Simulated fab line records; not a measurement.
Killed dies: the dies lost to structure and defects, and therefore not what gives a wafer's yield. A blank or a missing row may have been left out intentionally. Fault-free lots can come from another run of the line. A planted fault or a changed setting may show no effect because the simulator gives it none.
Struck lot and sound lot, side by side / flow sky130 / 15 out of 708 route steps
Sound: wafers L140.1, L140.3, L140.5. Struck: wafer L143.5 (L143.3, L143.6, from the same lot, were not struck and are left out); the cause is given at the end.
Order at every step that has rows: each side's tool, ch and its chambers, its first start. Under that, the readings that differ: sound wafers / struck wafers / difference of the means / sigmas: that difference in standard deviations of wafers without a fault.
alike: same words and numbers on both sides, and readings whose means sit less than 2 such deviations apart. not compared: any withheld reading, any reading some wafer has no value for, any bound like >300 that may hide the same value, and any number with overlapping values for which the record gives no deviation.
A row with sigmas, a row that says differs or no value, or rows on one side alone: a step with any of these is where the two part. When numbers do not overlap yet have no deviation, they are printed without sigmas and do not part them. A reading that every wafer of one side lacks parts them only if that side has two wafers or more.

SKY_VIA3_CD_MEAS_12: target cd 200 nm.
  sound: cdSem-01 at day 41 14:50; struck: cdSem-02 at day 42 12:56
  alike: cdNm
SKY_VIA3_OVL_MEAS_13:
  sound: overlay-01 at day 41 14:57; struck: overlay-01 at day 42 13:01
  alike: VIA3_OVL
then, 1 step without rows for these wafers: SKY_VIA3_ETCH_14 (etches BARC in N2/H2, stops on SiO2, time 45.9 s, target depth 60 nm).
SKY_VIA3_ETCH_15: etches SiO2 in C4F8/O2/Ar, stops on TiN, target depth 507 nm, time 78 s.
  sound on rieDiel-02 ch 1,2,3, day 41 15:02; struck on rieDiel-02 ch 3, day 42 13:05
  alike: oesProductAu
  not compared: rfHoursCounterH
SKY_VIA3_STRIP_16: strips in O2/N2.
  sound on plasmaAsher-01 ch 0,1, day 41 15:05; struck on plasmaAsher-03 ch 0, day 42 13:11
  alike: drypumpMotorCurrentA, oesProductAu, stripTimeToEndpointS
  not compared: rfHoursCounterH
then, 3 steps without rows for these wafers: SKY_VIA3_STRIP_17 (strips in post etch residue remover, time 1200 s); SKY_VIA3_CLEAN_18 (cleans in IPA, time 180 s); SKY_VIA3_CLEAN_19 (cleans in O3/DIW).
SKY_VIA3_SPUTTER_20: material TiN, target thk 20 nm, time 80 s.
  sound: pvdSputter-01 at day 41 15:41; struck: pvdSputter-01 at day 42 13:44
reading=throttleValvePct (%); sound=31.4 30.2 28.3; struck=32.5; difference=+2.5; sigmas=+3
SKY_VIA3_CVD_21: deposits W, target thk 390 nm, time 117.31 s.
  sound on cvdW-01 ch 0,1, day 41 15:44; struck on cvdW-02 ch 0, day 42 13:51
  alike: heaterPowerW
SKY_VIA3_RS_MEAS_22: measurement is done with a four-point probe.
  sound: filmMetro-02 at day 41 15:52; struck: filmMetro-04 at day 42 13:58
  alike: VIA3_W_RS
SKY_VIA3_THK_MEAS_23: measures by xrf.
  sound: filmMetro-02 at day 41 15:59; struck: filmMetro-04 at day 42 14:04
  alike: VIA3_W_THK
SKY_VIA3_CMP_24: polishes, stops on SiO2, t overpolish 20 s, target thk 0 nm.
  sound on cmp-01 ch 0,2,3, day 41 16:03; struck on cmp-02 ch 0, day 42 14:16
reading=platenRpm (rpm); sound=60.02 60.07 60.02; struck=65.94; difference=+5.90; sigmas=+99 or more
reading=timeToEndpointS (s); sound=94 91 94; struck=85; difference=-8; sigmas=-2
  alike: headPressurePsi, motorCurrentA, overpolishRunS
SKY_METAL4_SPUTTER_00: material Ti, target thk 15 nm, time 10 s.
  sound: pvdSputter-01 at day 41 16:21; struck: pvdSputter-03 at day 42 14:25
  alike: throttleValvePct
SKY_PAD_OPEN_PROBE_99:
  sound wafers here have rows in the record (prober-02, day 47 13:29); struck ones have none

== WHERE THEY PART ==
At SKY_VIA3_SPUTTER_20 first; at SKY_PAD_OPEN_PROBE_99 last (within this record only).

WHY: what the simulator had put in
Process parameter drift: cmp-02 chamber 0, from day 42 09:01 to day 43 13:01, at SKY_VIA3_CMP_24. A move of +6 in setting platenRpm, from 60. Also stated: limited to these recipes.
